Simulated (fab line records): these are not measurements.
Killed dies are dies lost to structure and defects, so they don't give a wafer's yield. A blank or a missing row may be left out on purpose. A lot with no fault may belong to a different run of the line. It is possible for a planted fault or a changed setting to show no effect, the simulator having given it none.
Which tool is to blame?	flow sky130	24 lots with 72 wafers sampled at 6 steps, on a route of 708 steps

WHAT EACH GAUGE READ, for each wafer
The record lacks any reading of a measuring or inspecting step that a usual standard deviation could be used to judge.

WHAT TOOL EACH LOT RAN ON (gives the tool, then ch and the chambers of the sampled wafers, and finally the start)
lot	SKY_LI_CONTACT_STRIP_16	SKY_LOCAL_INTERCONNECT_METAL_ETCH_14	SKY_METAL1_SPUTTER_02	SKY_METAL1_SPUTTER_03	SKY_METAL1_DESCUM_17	SKY_VIA2_ETCH_15
L074	plasma-asher-04 ch 0,1, day 28 15:13	rie-metal-01 ch 0,1, day 29 21:57	pvd-sputter-02, day 31 03:46	pvd-sputter-02, day 31 03:47	rie-metal-02 ch 0,1, day 32 07:14	rie-diel-01 ch 1,2,3, day 35 20:23
L075	plasma-asher-02 ch 0,1, day 28 17:18	rie-metal-02 ch 0,1, day 29 23:48	pvd-sputter-02, day 31 06:35	pvd-sputter-02, day 31 06:37	rie-metal-04 ch 0,1, day 32 10:33	rie-diel-04 ch 1,2, day 35 22:38
L076	plasma-asher-03 ch 0,1, day 29 08:35	rie-metal-03 ch 0,1, day 30 14:17	pvd-sputter-01, day 31 19:54	pvd-sputter-01, day 31 19:55	rie-metal-04 ch 0,1, day 32 23:44	rie-diel-04 ch 2,3, day 36 10:20
L077	plasma-asher-03 ch 0,1, day 29 15:58	rie-metal-01 ch 0,1, day 30 20:59	pvd-sputter-02, day 32 03:14	pvd-sputter-02, day 32 03:16	rie-metal-02 ch 0,1, day 33 07:35	rie-diel-03 ch 1,2,3, day 36 19:44
L078	plasma-asher-04 ch 0,1, day 29 22:37	rie-metal-01 ch 0,1, day 31 04:08	pvd-sputter-01, day 32 10:08	pvd-sputter-01, day 32 10:10	rie-metal-04 ch 0,1, day 33 13:06	rie-diel-01 ch 1,2,3, day 37 00:44
L079	plasma-asher-04 ch 0,1, day 30 18:31	rie-metal-02 ch 0,1, day 31 22:41	pvd-sputter-03, day 33 05:05	pvd-sputter-03, day 33 05:06	rie-metal-03 ch 0, day 34 08:26	rie-diel-01 ch 0,1, day 37 19:41
L080	plasma-asher-04 ch 0,1, day 31 01:49	rie-metal-03 ch 0,1, day 32 06:47	pvd-sputter-02, day 33 13:01	pvd-sputter-02, day 33 13:02	rie-metal-03 ch 0,1, day 34 15:25	rie-diel-04 ch 0,1,3, day 38 02:55
L081	plasma-asher-04 ch 0,1, day 31 04:19	rie-metal-03 ch 0,1, day 32 08:53	pvd-sputter-01, day 33 14:25	pvd-sputter-01, day 33 14:26	rie-metal-03 ch 0, day 34 17:32	rie-diel-03 ch 1,3, day 38 04:13
L082	plasma-asher-03 ch 0,1, day 31 17:23	rie-metal-01 ch 0,1, day 32 22:32	pvd-sputter-02, day 34 04:00	pvd-sputter-02, day 34 04:01	rie-metal-02 ch 0,1, day 35 06:50	rie-diel-04 ch 0,1,2, day 38 16:46
L083	plasma-asher-02 ch 0,1, day 31 20:23	rie-metal-02 ch 1, day 33 00:41	pvd-sputter-01, day 34 06:38	pvd-sputter-01, day 34 06:40	rie-metal-02 ch 0,1, day 35 09:50	rie-diel-03 ch 0,2,3, day 38 20:55
L084	plasma-asher-04 ch 0,1, day 32 11:19	rie-metal-03 ch 1, day 33 16:07	pvd-sputter-01, day 34 21:26	pvd-sputter-01, day 34 21:28	rie-metal-04 ch 0, day 36 00:38	rie-diel-03 ch 0,1,2, day 39 11:01
L086	plasma-asher-04 ch 0, day 32 19:16	rie-metal-03 ch 0,1, day 33 23:41	pvd-sputter-02, day 35 04:38	pvd-sputter-02, day 35 04:40	rie-metal-04 ch 0,1, day 36 08:11	rie-diel-04 ch 0,1, day 39 17:31
L085	plasma-asher-03 ch 0,1, day 32 23:04	rie-metal-01 ch 0,1, day 34 03:13	pvd-sputter-03, day 35 08:49	pvd-sputter-03, day 35 08:50	rie-metal-02 ch 0, day 36 10:49	rie-diel-04 ch 1,2, day 39 19:53
L087	plasma-asher-03 ch 0,1, day 33 07:52	rie-metal-03 ch 0,1, day 34 12:11	pvd-sputter-02, day 35 17:26	pvd-sputter-02, day 35 17:27	rie-metal-04 ch 0,1, day 36 20:11	rie-diel-04 ch 0,1, day 40 05:46
L088	plasma-asher-03 ch 0,1, day 33 20:08	rie-metal-03 ch 0,1, day 34 23:36	pvd-sputter-01, day 36 04:20	pvd-sputter-01, day 36 04:22	rie-metal-04 ch 0,1, day 37 07:38	rie-diel-03 ch 0,1, day 40 15:28
L089	plasma-asher-02 ch 0,1, day 33 22:22	rie-metal-01 ch 1, day 35 01:47	pvd-sputter-03, day 36 07:07	pvd-sputter-03, day 36 07:08	rie-metal-02 ch 0, day 37 09:28	rie-diel-01 ch 0,1,3, day 40 17:34
L090	plasma-asher-03 ch 0,1, day 34 04:42	rie-metal-03 ch 0,1, day 35 08:47	pvd-sputter-02, day 36 14:20	pvd-sputter-02, day 36 14:22	rie-metal-04 ch 0,1, day 37 16:41	rie-diel-03 ch 1,3, day 41 01:46
L091	plasma-asher-03 ch 0, day 34 10:25	rie-metal-02 ch 0,1, day 35 14:23	pvd-sputter-03, day 36 20:17	pvd-sputter-03, day 36 20:18	rie-metal-03 ch 0,1, day 37 21:43	rie-diel-03 ch 1,2, day 41 06:40
L092	plasma-asher-02 ch 0,1, day 34 19:34	rie-metal-02 ch 0, day 35 23:40	pvd-sputter-02, day 37 05:32	pvd-sputter-02, day 37 05:34	rie-metal-04 ch 0,1, day 38 07:05	rie-diel-04 ch 0,2,3, day 41 14:08
L093	plasma-asher-02 ch 0,1, day 36 21:17	rie-metal-02 ch 0,1, day 37 23:53	pvd-sputter-02, day 39 04:52	pvd-sputter-02, day 39 04:54	rie-metal-02 ch 0,1, day 40 07:01	rie-diel-03 ch 0,3, day 43 11:32
L097	plasma-asher-04 ch 0,1, day 36 21:28	rie-metal-01 ch 0,1, day 38 00:25	pvd-sputter-01, day 39 05:24	pvd-sputter-01, day 39 05:25	rie-metal-03 ch 0,1, day 40 07:05	rie-diel-04 ch 0,1,3, day 43 11:52
L094	plasma-asher-04 ch 0,1, day 37 00:28	rie-metal-01 ch 0,1, day 38 03:35	pvd-sputter-01, day 39 07:31	pvd-sputter-01, day 39 07:32	rie-metal-04 ch 0,1, day 40 09:13	rie-diel-01 ch 0,1,2, day 43 13:56
L096	plasma-asher-03 ch 0,1, day 37 02:07	rie-metal-01 ch 0,1, day 38 05:20	pvd-sputter-01, day 39 08:46	pvd-sputter-01, day 39 08:47	rie-metal-03 ch 0,1, day 40 10:05	rie-diel-04 ch 0,2,3, day 43 14:17
L095	plasma-asher-04 ch 0,1, day 37 04:56	rie-metal-01 ch 0,1, day 38 07:31	pvd-sputter-01, day 39 11:03	pvd-sputter-01, day 39 11:04	rie-metal-02 ch 1, day 40 12:20	rie-diel-01 ch 0,1,2, day 43 16:40
- SKY_LI_CONTACT_STRIP_16: strips in O2/N2.
- SKY_LOCAL_INTERCONNECT_METAL_ETCH_14: etches TiN in Cl2/BCl3, stops on PSG, target depth 110 nm, time 31.4 s.
- SKY_METAL1_SPUTTER_02: material AlCu, target thk 250 nm, time 13.3 s.
- SKY_METAL1_SPUTTER_03: material Ti, target thk 5 nm, time 3.3 s.
- SKY_METAL1_DESCUM_17: chemistry O2, time 8 s.
- SKY_VIA2_ETCH_15: etches SiO2 in C4F8/O2/Ar, stops on TiN, target depth 546 nm, time 84 s.

WHAT THE TOOLS THEMSELVES READ (means of the sampled wafers that have a number; where no wafer has one, the mark that the record gives instead)
SKY_LI_CONTACT_STRIP_16.
lot	tool	drypump-motor-current-A (A)	oes-product-au (a.u.)	strip-time-to-endpoint-s (s)
L074	plasma-asher-04	5.9	0.375	3.492
L075	plasma-asher-02	6.1	0.375	3.500
L076	plasma-asher-03	5.5	0.379	3.515
L077	plasma-asher-03	5.3	0.379	3.510
L078	plasma-asher-04	5.8	0.380	3.493
L079	plasma-asher-04	5.9	0.375	3.467
L080	plasma-asher-04	5.9	0.373	3.499
L081	plasma-asher-04	5.9	0.379	3.465
L082	plasma-asher-03	5.2	0.377	3.505
L083	plasma-asher-02	5.9	0.373	3.479
L084	plasma-asher-04	5.9	0.379	3.507
L086	plasma-asher-04	6.0	0.372	3.489
L085	plasma-asher-03	5.5	0.378	3.505
L087	plasma-asher-03	5.5	0.375	3.483
L088	plasma-asher-03	5.2	0.376	3.509
L089	plasma-asher-02	6.2	0.372	3.521
L090	plasma-asher-03	5.5	0.373	3.454
L091	plasma-asher-03	5.1	0.375	3.477
L092	plasma-asher-02	6.2	0.372	3.443
L093	plasma-asher-02	6.1	0.379	3.459
L097	plasma-asher-04	5.9	0.377	3.486
L094	plasma-asher-04	5.9	0.375	3.463
L096	plasma-asher-03	5.5	0.375	3.510
L095	plasma-asher-04	5.9	0.373	3.496

SKY_LOCAL_INTERCONNECT_METAL_ETCH_14.
lot	tool	drypump-motor-current-A (A)	he-backside-leak-sccm (sccm)	oes-product-au (a.u.)	throttle-valve-pct (%)
L074	rie-metal-01	5.9	3.41	0.943	21.899
L075	rie-metal-02	6.3	3.37	0.940	21.901
L076	rie-metal-03	5.8	3.50	0.950	21.894
L077	rie-metal-01	5.9	3.40	0.950	21.889
L078	rie-metal-01	5.9	3.57	0.944	21.901
L079	rie-metal-02	6.0	3.46	0.945	21.886
L080	rie-metal-03	5.5	3.37	0.935	21.910
L081	rie-metal-03	5.5	3.47	0.941	21.899
L082	rie-metal-01	5.7	3.51	0.940	21.911
L083	rie-metal-02	5.8	3.40	0.939	21.910
L084	rie-metal-03	6.2	3.52	0.948	21.894
L086	rie-metal-03	5.5	3.46	0.939	21.897
L085	rie-metal-01	5.9	3.44	0.947	21.901
L087	rie-metal-03	5.5	3.33	0.933	21.909
L088	rie-metal-03	5.8	3.42	0.944	21.901
L089	rie-metal-01	5.5	3.50	0.940	21.907
L090	rie-metal-03	5.8	3.44	0.952	21.887
L091	rie-metal-02	6.0	3.43	0.939	21.902
L092	rie-metal-02	6.5	3.46	0.940	21.898
L093	rie-metal-02	6.0	3.35	0.933	21.905
L097	rie-metal-01	5.7	3.54	0.940	21.897
L094	rie-metal-01	5.9	3.49	0.945	21.899
L096	rie-metal-01	5.9	3.43	0.952	21.901
L095	rie-metal-01	5.9	3.44	0.946	21.900

SKY_METAL1_SPUTTER_02.
lot	tool	throttle-valve-pct (%)
L074	pvd-sputter-02	29.9
L075	pvd-sputter-02	29.8
L076	pvd-sputter-01	30.9
L077	pvd-sputter-02	29.2
L078	pvd-sputter-01	30.9
L079	pvd-sputter-03	30.5
L080	pvd-sputter-02	30.4
L081	pvd-sputter-01	31.0
L082	pvd-sputter-02	30.4
L083	pvd-sputter-01	30.3
L084	pvd-sputter-01	30.1
L086	pvd-sputter-02	30.8
L085	pvd-sputter-03	30.2
L087	pvd-sputter-02	30.1
L088	pvd-sputter-01	30.9
L089	pvd-sputter-03	30.4
L090	pvd-sputter-02	30.2
L091	pvd-sputter-03	30.3
L092	pvd-sputter-02	29.7
L093	pvd-sputter-02	29.6
L097	pvd-sputter-01	30.5
L094	pvd-sputter-01	30.7
L096	pvd-sputter-01	30.6
L095	pvd-sputter-01	30.7

SKY_METAL1_SPUTTER_03.
lot	tool	throttle-valve-pct (%)
L074	pvd-sputter-02	29.9
L075	pvd-sputter-02	29.7
L076	pvd-sputter-01	31.0
L077	pvd-sputter-02	29.1
L078	pvd-sputter-01	30.8
L079	pvd-sputter-03	30.5
L080	pvd-sputter-02	30.1
L081	pvd-sputter-01	30.9
L082	pvd-sputter-02	30.4
L083	pvd-sputter-01	30.2
L084	pvd-sputter-01	30.2
L086	pvd-sputter-02	30.7
L085	pvd-sputter-03	30.2
L087	pvd-sputter-02	30.4
L088	pvd-sputter-01	30.9
L089	pvd-sputter-03	30.4
L090	pvd-sputter-02	30.2
L091	pvd-sputter-03	30.2
L092	pvd-sputter-02	29.7
L093	pvd-sputter-02	29.8
L097	pvd-sputter-01	30.5
L094	pvd-sputter-01	30.6
L096	pvd-sputter-01	30.7
L095	pvd-sputter-01	30.7

SKY_METAL1_DESCUM_17.
lot	tool	drypump-motor-current-A (A)	he-backside-leak-sccm (sccm)	oes-product-au (a.u.)
L074	rie-metal-02	6.0	3.6	1.002
L075	rie-metal-04	5.1	3.4	1.018
L076	rie-metal-04	5.1	3.3	1.008
L077	rie-metal-02	6.3	3.3	1.005
L078	rie-metal-04	5.0	3.3	1.011
L079	rie-metal-03	5.1	3.4	0.986
L080	rie-metal-03	5.8	3.4	1.000
L081	rie-metal-03	5.1	3.5	0.979
L082	rie-metal-02	6.3	3.5	1.003
L083	rie-metal-02	6.0	3.5	1.001
L084	rie-metal-04	5.0	3.1	1.008
L086	rie-metal-04	5.0	3.3	1.004
L085	rie-metal-02	6.5	3.6	1.006
L087	rie-metal-04	5.1	3.5	1.007
L088	rie-metal-04	5.1	3.4	1.013
L089	rie-metal-02	6.5	3.7	0.995
L090	rie-metal-04	5.1	3.5	1.022
L091	rie-metal-03	5.5	3.4	1.004
L092	rie-metal-04	5.1	3.3	1.011
L093	rie-metal-02	6.0	3.6	1.003
L097	rie-metal-03	5.5	3.5	0.990
L094	rie-metal-04	5.1	3.5	1.008
L096	rie-metal-03	5.8	3.5	0.998
L095	rie-metal-02	5.8	3.4	0.994

SKY_VIA2_ETCH_15.
lot	tool	oes-product-au (a.u.)
L074	rie-diel-01	0.938
L075	rie-diel-04	0.939
L076	rie-diel-04	0.938
L077	rie-diel-03	0.940
L078	rie-diel-01	0.941
L079	rie-diel-01	0.941
L080	rie-diel-04	0.942
L081	rie-diel-03	0.940
L082	rie-diel-04	0.935
L083	rie-diel-03	0.942
L084	rie-diel-03	0.940
L086	rie-diel-04	0.939
L085	rie-diel-04	0.940
L087	rie-diel-04	0.939
L088	rie-diel-03	0.941
L089	rie-diel-01	0.939
L090	rie-diel-03	0.940
L091	rie-diel-03	0.937
L092	rie-diel-04	0.937
L093	rie-diel-03	0.941
L097	rie-diel-04	0.938
L094	rie-diel-01	0.934
L096	rie-diel-04	0.939
L095	rie-diel-01	0.940

THE ANSWER, worked out from the rows above alone
Rule: usual is defined by the lots themselves. The widest of any qualifying gaps counts: lots, ordered by their means at a reading, are off when they make up no more than a third of the lots, leave a main group of 4 or more, and stand apart from it by 3 or more times the standard deviation of that group's means. If all means in a main group match to the digits the tables above print for the reading, that group is not used. A lot without any number at a reading at which 4 lots or more have one is off too. Where the step has rows for the other lots, those lots are counted as sound. First the gauges in route order, then the tools' own readings, where a lot's mean is used as printed above. The first step at which some lot is off is used, and at that step the reading that is off furthest; a lot without a number counts as furthest.
Nothing can be told from this: no lot is off at any reading shown.

WHAT WAS PUT IN BY THE SIMULATOR
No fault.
